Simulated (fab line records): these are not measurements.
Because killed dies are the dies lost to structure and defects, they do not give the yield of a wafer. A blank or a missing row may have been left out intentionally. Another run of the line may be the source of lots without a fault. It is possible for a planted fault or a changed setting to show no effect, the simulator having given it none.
fab line records	flow sky130	part 1 of 2: steps 1 to 26 of 38
[record] lots = 5	wafers = 15	last_day = 50
route steps=708 shown CAP2M@614 METAL4@621 VIA4@639
lots that met no fault: from a run of the same line without faults
start_h: hours from the record's first day to the start of the lot's first wafer shown	wait_h: hours elapsed since this lot's preceding step	" unchanged from the row above	L1.1+2: one row covering several wafers at once	- no value present, or no start provided	* or withheld: withheld	< > ~ a bound
route shown NAME@n: a module of which the file shows steps, and the number in the route of the first	usual: average and standard deviation across the fault-free wafers	same: alike in all rows	chamber/n: place in a boat	sites: the reading at each site	_std_site: the standard deviation of these	_edge_site: inner sites' mean taken away from outer sites' mean	radius_mm: for every site, how far away it sits from the centre of the wafer	mask NAME#n: copy n	behind: tool/chamber where the wafer was last shaped	hold: the reason the lot was held/the length of the hold in hours/how it ended	device: whichever transistor did not switch (one of n, p or np)	end of line: the route-end tests of the same wafers	a step given without rows: its recipe and nothing more	killed: dies lost to structure and defects at the first sort, not the wafer's yield	map: the dies of a wafer, with x for killed, . for not killed, _ for no die there
set.NAME: the run value of the setting; set.NAME@STEP: its run value at that earlier step	model.NAME: the simulator's own value behind a step, which no gauge read
lots seen at some steps along the route; tables by step, rows by wafer
services: from which hour (start_h, from the record's first day; less than 0 if before it) a tool's chamber was out of use, for how many hours, and why
[[steps]]
[step SKY_CAP2M_DEVELOP_11]
[recipe] resist = NOVOLAK	developer = TMAH	develop_time_s = 58.75	dev_temp_c = 23
lot.wafer	tool	chamber	start_h	wait_h
L081.3+5+6	litho_track-04	0	1014.99	0.1
L086.3+4+6	litho_track-01	0	1047.04	0.1
L090.1+2+4	litho_track-04	0	1076.79	0.1
L095.1+2+5	litho_track-02	0	1090.73	0.1
L096.4+5+6	litho_track-01	0	1104.32	0.1
[step SKY_CAP2M_OVL_MEAS_12]
[usual] CAP2M_OVL = -0.1/1.4
lot.wafer	tool	chamber	start_h	wait_h	CAP2M_OVL[nm]
L081.3	overlay-02	-	1015.10	0.1	0.6
L081.5	"	-	"	"	1.9
L081.6	"	-	"	"	-0.2
L086.3	overlay-01	-	1047.15	0.1	0.8
L086.4	"	-	"	"	2.3
L086.6	"	-	"	"	1.4
L090.1	overlay-01	-	1076.94	0.1	-2.0
L090.2	"	-	"	"	0.1
L090.4	"	-	"	"	-0.7
L095.1	overlay-02	-	1090.88	0.1	-2.3
L095.2	"	-	"	"	0.0
L095.5	"	-	"	"	-1.5
L096.4	overlay-01	-	1104.41	0.1	0.8
L096.5	"	-	"	"	-0.2
L096.6	"	-	"	"	0.4
[step SKY_CAP2M_METAL_ETCH_13]
[recipe] target_depth_nm = 220	stop_on = SiO2	chemistry = Cl2/BCl3	target = TiN	pressure_mtorr = 10	icp_w = 900	bias_w = 48.5	Cl2_flow_sccm = 60	bcl3_flow_sccm = 30	time_s = 62.9
[usual] chamber_pressure_mTorr = 10.001/0.0086	drypump_motor_current_A = 5.7/0.54	oes_product_au = 0.944/0.007	throttle_valve_pct = 21.900/0.01
lot.wafer	tool	chamber	start_h	wait_h	chamber_pressure_mTorr	drypump_motor_current_A	oes_product_au	rf_hours_counter_h	throttle_valve_pct
L081.3	rie_metal-01	0	1015.15	0.0	9.995	6.4	0.944	-	21.899
L081.5	"	1	"	"	9.999	5.2	0.945	-	21.890
L081.6	"	0	"	"	9.999	6.4	0.942	-	21.911
L086.3	rie_metal-02	1	1047.20	0.0	9.997	5.7	0.946	-	21.905
L086.4	"	0	"	"	9.993	4.8	0.948	-	21.888
L086.6	"	1	"	"	9.994	5.7	0.955	-	21.903
L090.1	rie_metal-02	1	1076.98	0.0	10.012	5.7	0.943	17	21.893
L090.2	"	0	"	"	10.012	4.8	0.935	7	21.907
L090.4	"	1	"	"	10.000	5.7	0.932	-	21.907
L095.1	rie_metal-02	0	1090.91	0.0	10.009	4.8	0.945	7	21.884
L095.2	"	1	"	"	10.006	5.7	0.942	18	21.886
L095.5	"	0	"	"	9.990	4.8	0.949	-	21.894
L096.4	rie_metal-01	1	1104.45	0.0	10.000	5.3	0.947	-	21.889
L096.5	"	0	"	"	10.010	6.4	0.954	-	21.895
L096.6	"	1	"	"	10.001	5.2	0.941	-	21.892
[step SKY_CAP2M_STRIP_14]
[recipe] chemistry = O2/N2	power_w = 1400	pressure_mtorr = 1500	platen_temp_c = withheld	o2_flow_sccm = 3000	n2_flow_sccm = 300	overash_fraction = 0.5
[usual] chamber_pressure_mTorr = 1499.8/1.4	drypump_motor_current_A = 5.7/0.46	oes_product_au = 0.710/0.0047	strip_time_to_endpoint_s = 12.52/0.044
[same] overash_fraction = 0.5
lot.wafer	tool	chamber	start_h	wait_h	chamber_pressure_mTorr	drypump_motor_current_A	oes_product_au	rf_hours_counter_h	strip_time_to_endpoint_s
L081.3	plasma_asher-04	0	1015.24	0.1	1501.6	6.2	0.701	-	12.46
L081.5	"	1	"	"	1500.3	5.6	0.707	-	12.45
L081.6	"	0	"	"	1499.6	6.2	0.708	-	12.50
L086.3	plasma_asher-04	1	1047.29	0.1	1498.0	5.5	0.715	-	12.54
L086.4	"	0	"	"	1499.8	6.3	0.710	-	12.46
L086.6	"	0	"	"	1498.1	6.2	0.711	-	12.54
L090.1	plasma_asher-04	1	1077.06	0.1	1499.2	5.6	0.715	33	12.53
L090.2	"	0	"	"	1501.2	6.2	0.705	33	12.49
L090.4	"	1	"	"	1500.4	5.6	0.710	-	12.55
L095.1	plasma_asher-02	1	1090.99	0.1	1501.2	5.2	0.709	3	12.49
L095.2	"	0	"	"	1499.5	5.1	0.705	3	12.51
L095.5	"	1	"	"	1499.3	5.2	0.712	-	12.49
L096.4	plasma_asher-03	0	1104.54	0.1	1498.6	6.3	0.711	-	12.58
L096.5	"	0	"	"	1499.8	6.3	0.706	-	12.55
L096.6	"	1	"	"	1497.3	5.9	0.702	-	12.54
[step SKY_CAP2M_STRIP_15]
[recipe] chemistry = post_etch_residue_remover	time_s = 1200	temp_c = 72.5
[usual] bath_guard_temp_C = 72.6/0.4
lot.wafer	tool	chamber	start_h	wait_h	bath_guard_temp_C
L081.3	wet_bench-01	2	1015.31	0.0	72.9
L081.5	"	2	"	"	72.6
L081.6	"	2	"	"	72.9
L086.3	wet_bench-03	3	1047.35	0.0	72.4
L086.4	"	3	"	"	72.2
L086.6	"	3	"	"	72.7
L090.1	wet_bench-01	2	1077.16	0.1	72.8
L090.2	"	2	"	"	72.9
L090.4	"	2	"	"	72.5
L095.1	wet_bench-01	3	1091.09	0.1	72.2
L095.2	"	3	"	"	72.2
L095.5	"	3	"	"	72.0
L096.4	wet_bench-01	1	1104.60	0.0	72.6
L096.5	"	1	"	"	72.5
L096.6	"	1	"	"	72.4
[step SKY_CAP2M_CLEAN_16]
[recipe] chemistry = IPA	time_s = 180	temp_c = 25
lot.wafer	tool	chamber	start_h	wait_h
L081.3+5+6	wet_bench-03	0	1015.65	0.0
L086.3+4+6	wet_bench-01	2	1047.73	0.0
L090.1+2+4	wet_bench-01	2	1077.50	0.0
L095.1+2+5	wet_bench-03	2	1091.43	0.0
L096.4+5+6	wet_bench-03	3	1104.98	0.0
[step SKY_CAP2M_CLEAN_17]
[recipe] chemistry = O3/DIW	dry = n2_spin
lot.wafer	tool	chamber	start_h	wait_h
L081.3+5+6	wet_bench-04	2	1015.71	0.0
L086.3+4+6	wet_bench-03	2	1047.78	0.0
L090.1+2+4	wet_bench-04	2	1077.56	0.0
L095.1+2+5	wet_bench-04	2	1091.49	0.0
L096.4+5+6	wet_bench-01	1	1105.03	0.0
[step SKY_METAL4_DEHYDRATE_05]
[recipe] temp_c = 200	time_s = 60
lot.wafer	tool	chamber	start_h	wait_h
L081.3+5+6	litho_track-03	0	1026.72	10.9
L086.3+4+6	litho_track-01	0	1059.14	11.3
L090.1+2+4	litho_track-01	0	1086.59	8.9
L095.1+2+5	litho_track-01	0	1101.79	10.2
L096.4+5+6	litho_track-03	0	1113.15	8.0
[step SKY_METAL4_HMDS_06]
[recipe] prime_time_s = 60	prime_temp_c = 120
lot.wafer	tool	chamber	start_h	wait_h
L081.3+5+6	litho_track-03	0	1026.87	0.1
L086.3+4+6	litho_track-01	0	1059.29	0.1
L090.1+2+4	litho_track-01	0	1086.74	0.1
L095.1+2+5	litho_track-01	0	1101.94	0.1
L096.4+5+6	litho_track-03	0	1113.30	0.1
[step SKY_METAL4_COAT_07]
[recipe] resist = BARC	temp_c = withheld	time_s = withheld	spin_rpm = 3000	resist_thk_nm = 60
lot.wafer	tool	chamber	start_h	wait_h
L081.3+5+6	litho_track-03	0	1027.02	0.1
L086.3+4+6	litho_track-01	0	1059.44	0.1
L090.1+2+4	litho_track-01	0	1086.89	0.1
L095.1+2+5	litho_track-01	0	1102.09	0.1
L096.4+5+6	litho_track-03	0	1113.45	0.1
[step SKY_METAL4_COAT_08]
[recipe] resist = KrF-thick	spin_rpm = 3000	resist_thk_nm = 1140
lot.wafer	tool	chamber	start_h	wait_h
L081.3+5+6	litho_track-03	0	-	-
L086.3+4+6	litho_track-01	0	-	-
L090.1+2+4	litho_track-01	0	-	-
L095.1+2+5	litho_track-01	0	-	-
L096.4+5+6	litho_track-03	0	-	-
[step SKY_METAL4_SOFTBAKE_09]
[recipe] temp_c = 100	time_s = 90	resist = KrF-thick
lot.wafer	tool	chamber	start_h	wait_h
L081.3+5+6	litho_track-03	0	-	-
L086.3+4+6	litho_track-01	0	-	-
L090.1+2+4	litho_track-01	0	-	-
L095.1+2+5	litho_track-01	0	-	-
L096.4+5+6	litho_track-03	0	-	-
[step SKY_METAL4_EXPOSE_10]
[recipe] mask_id = MM4	na = 0.68	source_shape = annular	sigma_inner = 0.4	sigma_outer = 0.8	target_cd_nm = 300	dose_mj = 28
[usual] exposure_dose_mJ_cm2 = 28.00/0.034	reticle_temp_C = 23.03/0.095
lot.wafer	tool	chamber	start_h	wait_h	mask	exposure_dose_mJ_cm2	reticle_temp_C
L081.3	krf_scanner-01	0	-	-	MM4#0	27.99	22.98
L081.5	"	0	"	"	MM4#0	27.98	23.01
L081.6	"	0	"	"	MM4#0	27.94	22.97
L086.3	krf_scanner-01	0	-	-	MM4#0	28.00	22.84
L086.4	"	0	"	"	MM4#0	28.04	23.02
L086.6	"	0	"	"	MM4#0	27.97	22.97
L090.1	krf_scanner-01	0	-	-	MM4#0	28.02	23.09
L090.2	"	0	"	"	MM4#0	27.95	23.09
L090.4	"	0	"	"	MM4#0	28.07	23.02
L095.1	krf_scanner-01	0	-	-	MM4#0	28.02	22.91
L095.2	"	0	"	"	MM4#0	28.04	23.24
L095.5	"	0	"	"	MM4#0	28.00	23.11
L096.4	krf_scanner-02	0	-	-	MM4#0	28.02	23.03
L096.5	"	0	"	"	MM4#0	27.94	22.99
L096.6	"	0	"	"	MM4#0	27.94	23.13
[step SKY_METAL4_PEB_11]
[recipe] peb_temp_c = withheld	peb_time_s = withheld	resist = KrF-thick
lot.wafer	tool	chamber	start_h	wait_h
L081.3+5+6	litho_track-01	0	-	-
L086.3+4+6	litho_track-03	0	-	-
L090.1+2+4	litho_track-03	0	-	-
L095.1+2+5	litho_track-02	0	-	-
L096.4+5+6	litho_track-01	0	-	-
[step SKY_METAL4_DEVELOP_12]
[recipe] develop_time_s = 60	resist = KrF-thick	dev_temp_c = 21
lot.wafer	tool	chamber	start_h	wait_h
L081.3+5+6	litho_track-01	0	-	-
L086.3+4+6	litho_track-03	0	-	-
L090.1+2+4	litho_track-03	0	-	-
L095.1+2+5	litho_track-02	0	-	-
L096.4+5+6	litho_track-01	0	-	-
[step SKY_METAL4_CD_MEAS_13]
[recipe] target_cd_nm = 300
[usual] cd_nm = 300.2/1.4
lot.wafer	tool	chamber	start_h	wait_h	cd_nm
L081.3	cd_sem-02	-	1038.68	-	301.2
L081.5	"	-	"	"	301.0
L081.6	"	-	"	"	302.4
L086.3	cd_sem-01	-	1069.92	-	297.8
L086.4	"	-	"	"	296.9
L086.6	"	-	"	"	298.4
L090.1	cd_sem-02	-	1097.73	-	298.1
L090.2	"	-	"	"	299.0
L090.4	"	-	"	"	297.0
L095.1	cd_sem-01	-	1112.18	-	298.6
L095.2	"	-	"	"	299.1
L095.5	"	-	"	"	299.0
L096.4	cd_sem-02	-	1123.65	-	302.6
L096.5	"	-	"	"	301.3
L096.6	"	-	"	"	302.5
[step SKY_METAL4_OVL_MEAS_14]
[usual] METAL4_OVL = -5/6
lot.wafer	tool	chamber	start_h	wait_h	METAL4_OVL[nm]
L081.3	overlay-02	-	1038.77	0.1	-8
L081.5	"	-	"	"	-9
L081.6	"	-	"	"	-5
L086.3	overlay-01	-	1070.01	0.1	-5
L086.4	"	-	"	"	-6
L086.6	"	-	"	"	-9
L090.1	overlay-02	-	1097.85	0.1	-7
L090.2	"	-	"	"	-4
L090.4	"	-	"	"	2
L095.1	overlay-01	-	1112.30	0.1	-7
L095.2	"	-	"	"	-8
L095.5	"	-	"	"	-3
L096.4	overlay-02	-	1123.73	0.1	1
L096.5	"	-	"	"	2
L096.6	"	-	"	"	7
[step SKY_METAL4_DESCUM_15]
[recipe] chemistry = O2	source_power_w = 150	bias_power_w = 0	pressure_mtorr = 10	temp_c = 40	time_s = 8
[usual] chamber_pressure_mTorr = 10.001/0.0094	drypump_motor_current_A = 5.6/0.46	oes_product_au = 0.997/0.014
lot.wafer	tool	chamber	start_h	wait_h	chamber_pressure_mTorr	drypump_motor_current_A	oes_product_au	rf_hours_counter_h
L081.3	rie_metal-02	1	1038.81	0.0	9.999	5.7	0.979	-
L081.5	"	1	"	"	9.990	5.7	0.979	-
L081.6	"	0	"	"	9.997	4.8	0.990	-
L086.3	rie_metal-02	0	1070.04	0.0	10.008	4.8	1.001	-
L086.4	"	1	"	"	9.990	5.7	0.981	-
L086.6	"	1	"	"	10.011	5.7	0.979	-
L090.1	rie_metal-02	0	1097.88	0.0	9.991	4.8	0.995	8
L090.2	"	1	"	"	10.014	5.7	0.970	18
L090.4	"	1	"	"	10.005	5.7	0.989	-
L095.1	rie_metal-02	1	1112.33	0.0	9.993	5.7	0.976	20
L095.2	"	0	"	"	10.015	4.8	1.002	9
L095.5	"	1	"	"	9.996	5.7	0.977	-
L096.4	rie_metal-02	0	1123.76	0.0	9.990	4.8	1.002	-
L096.5	"	0	"	"	10.001	4.8	1.001	-
L096.6	"	1	"	"	9.989	5.7	0.978	-
[step SKY_METAL4_ETCH_16]
[recipe] chemistry = N2/H2	target = BARC	ion_energy_ev = 200	bias_w = 100	pressure_mtorr = 30	n2_flow_sccm = 100	h2_flow_sccm = 200	icp_w = 500	stop_on = SiO2	time_s = 88.2	target_depth_a = 600
[usual] chamber_pressure_mTorr = 30.000/0.029	drypump_motor_current_A = 5.7/0.46	oes_product_au = 0.625/0.0047	throttle_valve_pct = 13.204/0.0094
lot.wafer	tool	chamber	start_h	wait_h	chamber_pressure_mTorr	drypump_motor_current_A	oes_product_au	rf_hours_counter_h	throttle_valve_pct
L081.3	rie_metal-02	1	1038.86	0.0	30.007	5.7	0.630	-	13.195
L081.5	"	1	"	"	29.998	5.7	0.623	-	13.213
L081.6	"	0	"	"	30.001	4.8	0.623	-	13.200
L086.3	rie_metal-02	0	1070.10	0.0	30.017	4.8	0.629	-	13.185
L086.4	"	1	"	"	29.959	5.7	0.624	-	13.197
L086.6	"	1	"	"	30.004	5.7	0.627	-	13.214
L090.1	rie_metal-02	0	1097.91	0.0	30.006	4.8	0.626	8	13.206
L090.2	"	1	"	"	30.004	5.7	0.624	18	13.195
L090.4	"	1	"	"	30.019	5.7	0.621	-	13.206
L095.1	rie_metal-02	1	1112.36	0.0	29.982	5.7	0.625	20	13.218
L095.2	"	0	"	"	29.990	4.8	0.628	9	13.205
L095.5	"	1	"	"	29.994	5.7	0.628	-	13.205
L096.4	rie_metal-02	0	1123.81	0.0	29.971	4.8	0.623	-	13.208
L096.5	"	0	"	"	29.987	4.8	0.627	-	13.203
L096.6	"	1	"	"	29.968	5.7	0.626	-	13.200
[step SKY_METAL4_ETCH_17]
[recipe] target = SiO2	stop_on = TiN	chemistry = C4F8/O2/Ar	source_w = 1500	bias_w = 1200	pressure_mtorr = 40	c4f8_flow_sccm = withheld	O2_flow_sccm = 6	Ar_flow_sccm = 300	time_s = 3.9	target_depth_a = 150
[usual] chamber_pressure_mTorr = 40.00/0.039	oes_product_au = 0.756/0.0073
lot.wafer	tool	chamber	start_h	wait_h	chamber_pressure_mTorr	oes_product_au	rf_hours_counter_h
L081.3	rie_diel-03	1	1038.93	0.0	39.99	0.754	16
L081.5	"	3	"	"	40.06	0.772	-
L081.6	"	1	"	"	39.98	0.760	-
L086.3	rie_diel-01	0	1070.16	0.0	39.96	0.750	17
L086.4	"	3	"	"	40.01	0.755	-
L086.6	"	2	"	"	40.06	0.746	-
L090.1	rie_diel-02	2	1098.01	0.1	40.02	0.753	18
L090.2	"	0	"	"	39.97	0.753	17
L090.4	"	3	"	"	40.02	0.774	23
L095.1	rie_diel-03	0	1112.46	0.1	39.98	0.748	8
L095.2	"	2	"	"	39.94	0.748	4
L095.5	"	2	"	"	39.98	0.747	-
L096.4	rie_diel-01	0	1123.88	0.0	40.01	0.768	18
L096.5	"	2	"	"	40.00	0.761	-
L096.6	"	3	"	"	40.04	0.768	-
[step SKY_METAL4_METAL_ETCH_18]
[recipe] target_depth_a = 8450	stop_on = SiO2	over_etch_frac = 0.3	time_s = 183.1	chemistry = Cl2/BCl3	resist_sidewall_deg = 88	pressure_mtorr = 10	icp_w = 900	bias_w = 48.5	Cl2_flow_sccm = 60	bcl3_flow_sccm = 30
[usual] chamber_pressure_mTorr = 10.001/0.009	drypump_motor_current_A = 5.8/0.31	oes_product_au = 0.865/0.0057	throttle_valve_pct = 22.265/0.0081
[same] over_etch_frac = 0.3
lot.wafer	tool	chamber	start_h	wait_h	chamber_pressure_mTorr	drypump_motor_current_A	oes_product_au	rf_hours_counter_h	throttle_valve_pct
L081.3	rie_metal-04	1	1039.00	0.1	10.004	6.0	0.852	-	22.254
L081.5	"	0	"	"	10.014	6.1	0.855	-	22.259
L081.6	"	1	"	"	10.009	6.0	0.866	-	22.256
L086.3	rie_metal-04	0	1070.24	0.1	9.996	6.1	0.866	-	22.255
L086.4	"	1	"	"	9.994	6.0	0.872	-	22.285
L086.6	"	0	"	"	9.988	6.1	0.870	-	22.278
L090.1	rie_metal-03	0	1098.03	0.0	9.986	5.6	0.859	22	22.281
L090.2	"	1	"	"	9.994	6.0	0.855	11	22.268
L090.4	"	1	"	"	9.985	5.9	0.866	-	22.267
L095.1	rie_metal-03	1	1112.48	0.0	10.003	5.9	0.861	13	22.264
L095.2	"	0	"	"	9.993	5.6	0.865	24	22.262
L095.5	"	0	"	"	10.006	5.6	0.873	-	22.278
L096.4	rie_metal-03	0	1123.95	0.1	9.983	5.6	0.871	-	22.278
L096.5	"	0	"	"	10.016	5.6	0.867	-	22.263
L096.6	"	1	"	"	9.988	6.0	0.862	-	22.252
[step SKY_METAL4_STRIP_19]
[recipe] chemistry = O2/N2	power_w = 1400	pressure_mtorr = 1500	platen_temp_c = withheld	o2_flow_sccm = 3000	n2_flow_sccm = 300	overash_fraction = 0.5
[usual] chamber_pressure_mTorr = 1500.2/1.4	drypump_motor_current_A = 5.7/0.47	oes_product_au = 0.502/0.0067	strip_time_to_endpoint_s = 6.52/0.11
[same] overash_fraction = 0.5
lot.wafer	tool	chamber	start_h	wait_h	chamber_pressure_mTorr	drypump_motor_current_A	oes_product_au	rf_hours_counter_h	strip_time_to_endpoint_s
L081.3	plasma_asher-02	1	1039.16	0.1	1496.6	5.2	0.511	-	6.52
L081.5	"	0	"	"	1497.9	5.1	0.512	-	6.73
L081.6	"	1	"	"	1499.2	5.2	0.501	-	6.51
L086.3	plasma_asher-02	0	1070.39	0.1	1497.0	5.2	0.497	-	6.58
L086.4	"	1	"	"	1501.3	5.2	0.503	-	6.50
L086.6	"	0	"	"	1501.9	5.1	0.507	-	6.64
L090.1	plasma_asher-02	0	1098.21	0.1	1498.0	5.1	0.502	3	6.39
L090.2	"	1	"	"	1502.1	5.2	0.497	3	6.46
L090.4	"	0	"	"	1500.6	5.2	0.490	-	6.41
L095.1	plasma_asher-03	0	1112.66	0.1	1501.2	6.3	0.504	63	6.48
L095.2	"	1	"	"	1501.6	5.9	0.496	63	6.37
L095.5	"	1	"	"	1500.4	5.9	0.494	-	6.45
L096.4	plasma_asher-01	0	1124.11	0.1	1499.3	5.4	0.507	-	6.45
L096.5	"	0	"	"	1500.1	5.4	0.505	-	6.44
L096.6	"	1	"	"	1498.3	6.2	0.502	-	6.44
[step SKY_METAL4_STRIP_20]
[recipe] chemistry = post_etch_residue_remover	time_s = 1200	temp_c = 72.5
[usual] bath_guard_temp_C = 72.5/0.52
lot.wafer	tool	chamber	start_h	wait_h	bath_guard_temp_C
L081.3	wet_bench-01	1	1039.22	0.0	72.6
L081.5	"	1	"	"	72.6
L081.6	"	1	"	"	72.8
L086.3	wet_bench-04	0	1070.46	0.0	72.5
L086.4	"	0	"	"	72.0
L086.6	"	0	"	"	72.2
L090.1	wet_bench-04	0	1098.31	0.1	72.6
L090.2	"	0	"	"	72.0
L090.4	"	0	"	"	72.4
L095.1	wet_bench-04	0	1112.76	0.1	72.2
L095.2	"	0	"	"	72.3
L095.5	"	0	"	"	72.1
L096.4	wet_bench-01	1	1124.17	0.0	72.7
L096.5	"	1	"	"	72.5
L096.6	"	1	"	"	73.0
[step SKY_METAL4_CLEAN_21]
[recipe] chemistry = IPA	time_s = 180	temp_c = 25
lot.wafer	tool	chamber	start_h	wait_h
L081.3+5+6	wet_bench-04	0	1039.97	0.0
L086.3+4+6	wet_bench-04	3	1070.80	0.0
L090.1+2+4	wet_bench-02	3	1098.68	0.0
L095.1+2+5	wet_bench-04	2	1113.13	0.0
L096.4+5+6	wet_bench-02	3	1124.51	0.0
[step SKY_METAL4_CLEAN_22]
[recipe] chemistry = O3/DIW	dry = n2_spin
lot.wafer	tool	chamber	start_h	wait_h
L081.3+5+6	wet_bench-04	3	1040.03	0.0
L086.3+4+6	wet_bench-04	1	1070.86	0.0
L090.1+2+4	wet_bench-01	0	1098.74	0.0
L095.1+2+5	wet_bench-04	2	1113.20	0.0
L096.4+5+6	wet_bench-04	2	1124.57	0.0
[step SKY_VIA4_HDPCVD_00]
[recipe] material = SiO2	target_thk_nm = 1750	sigma_open_frac = 0.3	time_s = 291.7	temp_c = 400	sih4_flow_sccm = 60	pressure_mtorr = 6
lot.wafer	tool	chamber	start_h	wait_h
L081.3+5+6	hdpcvd-02	1,1,0	1040.13	0.0
L086.3+4+6	hdpcvd-02	1,1,0	1070.95	0.0
L090.1+2+4	hdpcvd-01	0,1,2	1098.83	0.0
L095.1+2+5	hdpcvd-01	1,2,1	1113.30	0.0
L096.4+5+6	hdpcvd-01	1,2,0	1124.76	0.1
